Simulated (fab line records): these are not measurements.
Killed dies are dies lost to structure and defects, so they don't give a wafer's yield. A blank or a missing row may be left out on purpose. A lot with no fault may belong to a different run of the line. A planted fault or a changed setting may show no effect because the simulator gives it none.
fab line records    flow sky130
record lots=11  wafers=33  lastDay=49
route steps=708 shown LDD_HVP@287 RES_XHIGH@340 SD_N@344 PAD_OPEN@708
lots with no fault: from the same line, run without faults
startH: the number of hours between the record's first day and the start of the first shown wafer of the lot    waitH: hours since the lot's step before    " identical to the entry in the row above    L1.1+2: a single row standing in for several wafers    - no value present, or no start provided    * or withheld: withheld    < > ~ a bound
route shown NAME@n: NAME is a module with steps in the file, n the number in the route of the first one    usual: mean/standard deviation taken from wafers without a fault    same: alike in all rows    chamber/n: place in a boat    sites: each site's reading    _std_site: their standard deviation    _edge_site: outer sites' mean less inner sites'    radiusMm: for every site, how far away it sits from the centre of the wafer    mask NAME#n: copy n    behind: tool/chamber where the wafer was last shaped    hold: cause of the lot's hold/its duration in hours/its outcome    device: whichever transistor did not switch (one of n, p or np)    end of line: the tests these same wafers got at the end of their route    step lacking rows: just its recipe    killed: at the first sort, the dies lost to defects and structure; wafer yield is something else    map: dies across one wafer; x = killed, . = not, _ = none there
set.NAME: setting as actually run; set.NAME@STEP: the setting as run at that earlier step    model.NAME: the simulator's own value behind a step, which no gauge read
steps of the route over a sample of lots; a table a step, a row a wafer
services: when a tool's chamber went out of use (startH, in hours from the record's first day, below 0 if earlier), for how many hours, and the reason
## steps
# step SKY_LDD_HVP_STRIP_09
# recipe chemistry=O2/N2  powerW=1400  pressureMtorr=1500  platenTempC=withheld  o2FlowSccm=3000  n2FlowSccm=300  overashFraction=0.5
# usual drypumpMotorCurrentA=5.8/0.36  oesProductAu=0.409/0.0044  stripTimeToEndpointS=4.139/0.014
# same overashFraction=0.5
lot.wafer  tool            chamber  startH  waitH  drypumpMotorCurrentA  oesProductAu  rfHoursCounterH  stripTimeToEndpointS
L236.1     plasmaAsher-01  1        529.48  0.1    5.4                   0.409         11               4.142
L236.2     "               0        "       "      5.5                   0.413         11               4.133
L236.4     "               0        "       "      5.5                   0.409         -                4.148
L237.2     plasmaAsher-01  1        530.80  0.1    5.4                   0.406         11               4.115
L237.5     "               0        "       "      5.5                   0.410         -                4.120
L237.6     "               1        "       "      5.4                   0.408         -                4.140
L238.4     plasmaAsher-01  0        545.62  0.1    5.5                   0.413         -                4.143
L238.5     "               0        "       "      5.5                   0.401         -                4.117
L238.6     "               1        "       "      5.4                   0.405         -                4.155
L241.2     plasmaAsher-04  0        563.86  0.1    5.8                   0.401         75               4.129
L241.3     "               1        "       "      6.4                   0.408         -                4.143
L241.4     "               0        "       "      5.8                   0.411         -                4.125
L239.1     plasmaAsher-01  1        564.16  0.1    5.4                   0.410         15               4.123
L239.2     "               0        "       "      5.5                   0.416         15               4.127
L239.3     "               0        "       "      5.4                   0.414         -                4.128
L242.1     plasmaAsher-04  0        567.83  0.1    5.7                   0.408         75               4.131
L242.4     "               1        "       "      6.4                   0.410         -                4.134
L242.5     "               1        "       "      6.4                   0.410         -                4.144
L243.4     plasmaAsher-01  0        573.72  0.1    5.5                   0.408         -                4.126
L243.5     "               1        "       "      5.5                   0.407         -                4.130
L243.6     "               0        "       "      5.5                   0.403         -                4.155
L244.2     plasmaAsher-04  0        608.68  0.1    5.8                   0.409         79               4.121
L244.3     "               0        "       "      5.8                   0.413         -                4.134
L244.5     "               1        "       "      6.4                   0.411         -                4.111
L252.3     plasmaAsher-04  1        646.17  0.1    6.4                   0.407         -                4.129
L252.5     "               1        "       "      6.3                   0.412         -                4.132
L252.6     "               0        "       "      5.8                   0.413         -                4.130
L253.4     plasmaAsher-04  0        661.07  0.1    5.7                   0.406         -                4.143
L253.5     "               0        "       "      5.7                   0.411         -                4.130
L253.6     "               1        "       "      6.3                   0.414         -                4.133
L254.3     plasmaAsher-04  1        664.27  0.1    6.4                   0.398         -                4.151
L254.4     "               0        "       "      5.8                   0.412         -                4.163
L254.6     "               0        "       "      5.7                   0.413         -                4.157
# step SKY_RES_XHIGH_STRIP_08
# recipe chemistry=O2/N2  powerW=1400  pressureMtorr=1500  platenTempC=withheld  o2FlowSccm=3000  n2FlowSccm=300  overashFraction=0.5
# usual drypumpMotorCurrentA=5.70/0.27  oesProductAu=0.711/0.0044  stripTimeToEndpointS=14.28/0.039
# same overashFraction=0.5
lot.wafer  tool            chamber  startH  waitH  drypumpMotorCurrentA  oesProductAu  rfHoursCounterH  stripTimeToEndpointS
L236.1     plasmaAsher-04  0        650.46  0.1    5.75                  0.709         83               14.30
L236.2     "               1        "       "      6.32                  0.712         83               14.36
L236.4     "               0        "       "      5.76                  0.717         -                14.27
L237.2     plasmaAsher-01  0        652.75  0.1    5.52                  0.706         25               14.26
L237.5     "               0        "       "      5.50                  0.709         -                14.25
L237.6     "               1        "       "      5.43                  0.718         -                14.22
L238.4     plasmaAsher-01  0        664.83  0.1    5.44                  0.715         -                14.29
L238.5     "               0        "       "      5.45                  0.708         -                14.25
L238.6     "               1        "       "      5.44                  0.713         -                14.29
L239.1     plasmaAsher-01  0        684.65  0.1    5.46                  0.710         28               14.29
L239.2     "               1        "       "      5.44                  0.709         28               14.29
L239.3     "               0        "       "      5.49                  0.715         -                14.29
L241.2     plasmaAsher-04  0        687.51  0.1    5.78                  0.707         87               14.19
L241.3     "               1        "       "      6.34                  0.706         -                14.23
L241.4     "               0        "       "      5.79                  0.714         -                14.22
L242.1     plasmaAsher-03  0        687.81  0.1    5.69                  0.710         50               14.30
L242.4     "               1        "       "      5.87                  0.716         -                14.32
L242.5     "               1        "       "      5.86                  0.713         -                14.33
L243.4     plasmaAsher-03  0        692.94  0.1    5.72                  0.714         -                14.33
L243.5     "               1        "       "      5.88                  0.711         -                14.31
L243.6     "               0        "       "      5.77                  0.708         -                14.28
L244.2     plasmaAsher-03  1        725.45  0.1    5.83                  0.716         54               14.27
L244.3     "               1        "       "      5.87                  0.714         -                14.24
L244.5     "               1        "       "      5.86                  0.710         -                14.28
L252.3     plasmaAsher-01  0        760.43  0.1    5.48                  0.713         -                14.30
L252.5     "               1        "       "      5.42                  0.716         -                14.29
L252.6     "               0        "       "      5.50                  0.710         -                14.34
L253.4     plasmaAsher-03  1        774.63  0.1    5.86                  0.711         -                14.28
L253.5     "               1        "       "      5.85                  0.715         -                14.23
L253.6     "               0        "       "      5.73                  0.719         -                14.25
L254.3     plasmaAsher-04  0        777.98  0.1    5.75                  0.714         -                14.24
L254.4     "               1        "       "      6.35                  0.712         -                14.20
L254.6     "               0        "       "      5.74                  0.715         -                14.25
# step SKY_RES_XHIGH_TW_MEAS_09
# usual RES_XHIGH_TW=1644/14
lot.wafer  tool          chamber  startH  waitH  RES_XHIGH_TW
L236.1     filmMetro-01  -        650.56  0.1    1647
L236.2     "             -        "       "      1647
L236.4     "             -        "       "      1649
L237.2     filmMetro-02  -        652.86  0.1    1627
L237.5     "             -        "       "      1630
L237.6     "             -        "       "      1628
L238.4     filmMetro-01  -        664.93  0.1    1661
L238.5     "             -        "       "      1649
L238.6     "             -        "       "      1653
L239.1     filmMetro-02  -        684.75  0.1    1642
L239.2     "             -        "       "      1629
L239.3     "             -        "       "      1636
L241.2     filmMetro-01  -        687.62  0.1    1668
L241.3     "             -        "       "      1668
L241.4     "             -        "       "      1662
L242.1     filmMetro-01  -        687.91  0.1    1661
L242.4     "             -        "       "      1660
L242.5     "             -        "       "      1669
L243.4     filmMetro-03  -        693.04  0.1    1626
L243.5     "             -        "       "      1639
L243.6     "             -        "       "      1633
L244.2     filmMetro-01  -        725.56  0.1    1664
L244.3     "             -        "       "      1670
L244.5     "             -        "       "      1658
L252.3     filmMetro-02  -        760.52  0.1    1632
L252.5     "             -        "       "      1631
L252.6     "             -        "       "      1642
L253.4     filmMetro-01  -        774.73  0.1    1657
L253.5     "             -        "       "      1654
L253.6     "             -        "       "      1661
L254.3     filmMetro-01  -        778.07  0.1    1669
L254.4     "             -        "       "      1646
L254.6     "             -        "       "      1650
# step SKY_SD_N_COAT_02
# recipe resist=NOVOLAK  spinRpm=3000  resistThkNm=1140
# usual chillPlateTempC=22.98/0.098
lot.wafer  tool           chamber  startH  waitH  chillPlateTempC
L236.1     lithoTrack-01  0        664.21  0.1    22.96
L236.2     "              0        "       "      23.09
L236.4     "              0        "       "      23.05
L237.2     lithoTrack-01  0        666.28  0.1    22.91
L237.5     "              0        "       "      22.98
L237.6     "              0        "       "      23.03
L238.4     lithoTrack-03  0        678.70  0.1    23.01
L238.5     "              0        "       "      23.17
L238.6     "              0        "       "      23.09
L239.1     lithoTrack-04  0        698.58  0.1    22.94
L239.2     "              0        "       "      23.07
L239.3     "              0        "       "      22.80
L241.2     lithoTrack-03  0        701.35  0.1    22.77
L241.3     "              0        "       "      22.87
L241.4     "              0        "       "      22.78
L242.1     lithoTrack-04  0        701.68  0.1    22.90
L242.4     "              0        "       "      22.96
L242.5     "              0        "       "      23.05
L243.4     lithoTrack-04  0        706.20  0.1    23.02
L243.5     "              0        "       "      22.89
L243.6     "              0        "       "      22.99
L244.2     lithoTrack-04  0        739.15  0.1    23.00
L244.3     "              0        "       "      23.00
L244.5     "              0        "       "      23.12
L252.3     lithoTrack-03  0        773.38  0.1    23.08
L252.5     "              0        "       "      22.88
L252.6     "              0        "       "      22.84
L253.4     lithoTrack-03  0        787.85  0.1    23.02
L253.5     "              0        "       "      22.96
L253.6     "              0        "       "      22.89
L254.3     lithoTrack-04  0        791.43  0.1    22.98
L254.4     "              0        "       "      23.10
L254.6     "              0        "       "      22.81
# step SKY_SD_N_CD_MEAS_07
# recipe targetCdNm=380
# usual cdNm=380.0/2.6
lot.wafer  tool      chamber  startH  waitH  cdNm
L236.1     cdSem-02  -        678.33  0.1    380.7
L236.2     "         -        "       "      377.6
L236.4     "         -        "       "      379.3
L237.2     cdSem-02  -        681.25  0.1    380.6
L237.5     "         -        "       "      379.5
L237.6     "         -        "       "      379.8
L238.4     cdSem-01  -        692.69  0.1    377.8
L238.5     "         -        "       "      379.5
L238.6     "         -        "       "      378.7
L239.1     cdSem-02  -        713.33  0.1    379.2
L239.2     "         -        "       "      377.9
L239.3     "         -        "       "      380.3
L241.2     cdSem-01  -        715.35  0.1    384.3
L241.3     "         -        "       "      382.1
L241.4     "         -        "       "      383.8
L242.1     cdSem-02  -        715.51  0.1    381.2
L242.4     "         -        "       "      380.9
L242.5     "         -        "       "      380.4
L243.4     cdSem-02  -        720.52  0.1    380.3
L243.5     "         -        "       "      382.6
L243.6     "         -        "       "      381.1
L244.2     cdSem-01  -        752.75  0.1    381.2
L244.3     "         -        "       "      382.1
L244.5     "         -        "       "      381.4
L252.3     cdSem-02  -        787.40  0.1    378.8
L252.5     "         -        "       "      378.7
L252.6     "         -        "       "      396.5
L253.4     cdSem-01  -        801.24  0.1    399.6
L253.5     "         -        "       "      381.1
L253.6     "         -        "       "      396.3
L254.3     cdSem-01  -        804.77  0.1    377.0
L254.4     "         -        "       "      377.8
L254.6     "         -        "       "      378.4
# step SKY_SD_N_STRIP_11
# recipe chemistry=O2/N2  powerW=1400  pressureMtorr=1500  platenTempC=withheld  o2FlowSccm=3000  n2FlowSccm=300  overashFraction=0.5
# usual drypumpMotorCurrentA=5.69/0.18  oesProductAu=0.527/0.0048  stripTimeToEndpointS=22.55/0.04
# same overashFraction=0.5
lot.wafer  tool            chamber  startH  waitH  drypumpMotorCurrentA  oesProductAu  rfHoursCounterH  stripTimeToEndpointS
L236.1     plasmaAsher-03  1        678.78  0.1    5.87                  0.519         49               22.59
L236.2     "               0        "       "      5.71                  0.523         49               22.56
L236.4     "               0        "       "      5.70                  0.534         -                22.61
L237.2     plasmaAsher-03  0        681.68  0.1    5.73                  0.519         49               22.47
L237.5     "               1        "       "      5.82                  0.532         -                22.51
L237.6     "               0        "       "      5.72                  0.526         -                22.49
L238.4     plasmaAsher-02  0        693.12  0.1    5.83                  0.524         -                22.55
L238.5     "               0        "       "      5.83                  0.528         -                22.54
L238.6     "               1        "       "      5.87                  0.524         -                22.55
L239.1     plasmaAsher-01  0        713.78  0.1    5.46                  0.532         31               22.57
L239.2     "               1        "       "      5.45                  0.523         31               22.60
L239.3     "               0        "       "      5.45                  0.523         -                22.58
L241.2     plasmaAsher-02  0        715.78  0.1    5.82                  0.530         104              22.52
L241.3     "               0        "       "      5.82                  0.531         -                22.51
L241.4     "               1        "       "      5.86                  0.519         -                22.50
L242.1     plasmaAsher-01  1        715.97  0.1    5.41                  0.532         31               22.50
L242.4     "               0        "       "      5.50                  0.526         -                22.51
L242.5     "               0        "       "      5.48                  0.537         -                22.52
L243.4     plasmaAsher-02  1        720.95  0.1    5.85                  0.530         -                22.54
L243.5     "               0        "       "      5.83                  0.526         -                22.62
L243.6     "               1        "       "      5.85                  0.519         -                22.51
L244.2     plasmaAsher-03  0        753.18  0.1    5.68                  0.532         57               22.59
L244.3     "               1        "       "      5.87                  0.525         -                22.55
L244.5     "               1        "       "      5.85                  0.532         -                22.58
L252.3     plasmaAsher-02  0        787.85  0.1    5.82                  0.531         -                22.51
L252.5     "               1        "       "      5.88                  0.519         -                22.55
L252.6     "               0        "       "      5.82                  0.509         -                20.69
L253.4     plasmaAsher-03  0        801.67  0.1    5.68                  0.505         -                20.62
L253.5     "               0        "       "      5.74                  0.528         -                22.48
L253.6     "               1        "       "      5.85                  0.511         -                20.66
L254.3     plasmaAsher-01  1        805.22  0.1    5.41                  0.529         -                22.59
L254.4     "               0        "       "      5.45                  0.525         -                22.51
L254.6     "               0        "       "      5.47                  0.526         -                22.53
# step SKY_PAD_OPEN_PROBE_99
# usual killed_at_M0_to_M3=43/6.8  killed_at_M4_up=3.0/1.6  killedAtContacts=25/6  killedAtFrontEnd=15/4.4  killedAtOther=0.3/0.52  killedDies=86/9.6  killedOpen=47/6.7  killedShort=39/6.8
# same grossDies=492  killedAtBackSide=0
lot.wafer  tool       chamber  startH   waitH  killed_at_M0_to_M3  killed_at_M4_up  killedAtContacts  killedAtFrontEnd  killedAtOther  killedDies  killedOpen  killedShort
L244.2     prober-02  -        1154.40  0.1    35                  2                20                17                0              74          43          31
L244.3     prober-02  -        1154.45  0.2    46                  2                19                13                0              80          45          35
L244.5     prober-02  -        1154.55  0.2    40                  6                25                20                0              91          51          40
L254.3     prober-02  -        1186.48  0.2    43                  4                14                8                 0              69          45          24
L254.4     prober-02  -        1186.53  0.2    32                  5                22                20                1              80          43          37
L254.6     prober-02  -        1186.63  0.2    31                  4                16                25                0              76          41          35
# killed by level:class
L244.2 FIELD_ISO:geometricParticle:open=7 CONTACT:geometricParticle:open=7 VIA3:geometricParticle:open=7 VIA1:geometricParticle:short=6 VIA1:geometricParticle:open=6 VIA2:geometricParticle:open=6 POLY_GATE:geometricParticle:open=4 LI_CONTACT:geometricParticle:open=4
L244.3 METAL1:geometricParticle:short=10 VIA3:geometricParticle:open=9 VIA2:geometricParticle:open=8 LI_CONTACT:geometricParticle:open=7 CONTACT:geometricParticle:open=7 FIELD_ISO:geometricParticle:short=5 VIA1:geometricParticle:open=5 VIA2:geometricParticle:short=4
L244.5 VIA1:geometricParticle:open=9 CONTACT:geometricParticle:open=8 FIELD_ISO:geometricParticle:open=7 LI_CONTACT:geometricParticle:open=7 VIA3:geometricParticle:open=7 CONTACT:geometricParticle:short=6 METAL2:geometricParticle:short=5 METAL4:geometricParticle:short=5
L254.3 VIA1:geometricParticle:open=12 VIA2:geometricParticle:open=10 CONTACT:geometricParticle:open=5 VIA3:geometricParticle:open=5 FIELD_ISO:geometricParticle:open=4 VIA1:geometricParticle:short=4 CONTACT:geometricParticle:short=4 METAL1:geometricParticle:short=4
L254.4 CONTACT:geometricParticle:open=10 VIA1:geometricParticle:short=8 VIA2:geometricParticle:open=7 FIELD_ISO:geometricParticle:short=6 FIELD_ISO:geometricParticle:open=6 VIA1:geometricParticle:open=6 LI_CONTACT:geometricParticle:open=5 POLY_GATE:geometricParticle:short=4
L254.6 FIELD_ISO:geometricParticle:open=8 METAL2:geometricParticle:short=7 CONTACT:geometricParticle:open=6 VIA1:geometricParticle:open=6 FIELD_ISO:geometricParticle:short=5 POLY_GATE:geometricParticle:open=4 POLY_GATE:geometricParticle:short=4 VIA2:geometricParticle:open=4
## services
tool            chamber  startH  hours  kind
plasmaAsher-01  -        510.22  9.9    repair
plasmaAsher-03  -        544.33  0.4    repair
plasmaAsher-03  -        552.93  14.6   pm
plasmaAsher-01  -        583.80  0.4    repair
plasmaAsher-01  -        584.96  0.8    repair
plasmaAsher-04  -        612.49  0.4    repair
plasmaAsher-02  -        733.77  9.0    pm
plasmaAsher-02  0        733.77  9.0    ventCycle
plasmaAsher-02  1        733.77  9.0    ventCycle
plasmaAsher-02  0        742.77  -      clean
plasmaAsher-02  1        742.77  -      clean
## key
firstSign step=SKY_SD_N_CD_MEAS_07  reading=cdNm  direction=up  sigmas=6.8  usual=380.0  struck=397.5
effect step=SKY_SD_N_STRIP_11  reading=stripTimeToEndpointS  direction=down  sigmas=47  usual=*  struck=*
metAt SKY_SD_N_COAT_02
struckLots L252,L253
struckWafers L252.6,L253.4,L253.6
testerLeftOut L252,L253
notActingAt SKY_LDD_HVP_STRIP_09,SKY_RES_XHIGH_STRIP_08,SKY_RES_XHIGH_TW_MEAS_09
onsetBetween 701.35 773.38
fault kind=processParameterDrift  tool=lithoTrack-03  chamber=-  onsetH=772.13  steps=SKY_SD_N_COAT_02  channel=resistThkNm  offset=-164.96  shape=step  endH=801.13  scope=struckWafersOnly  actsIn=theseRecipesOnly  stated=1140
# testerLeftOut: of these lots the tester's yield and bins aren't shown, on N5 and GAA mostly nor the transistor test; their killed dies are dies lost to structure and defects alone, not to doping, threshold or leakage, so they don't give the yield
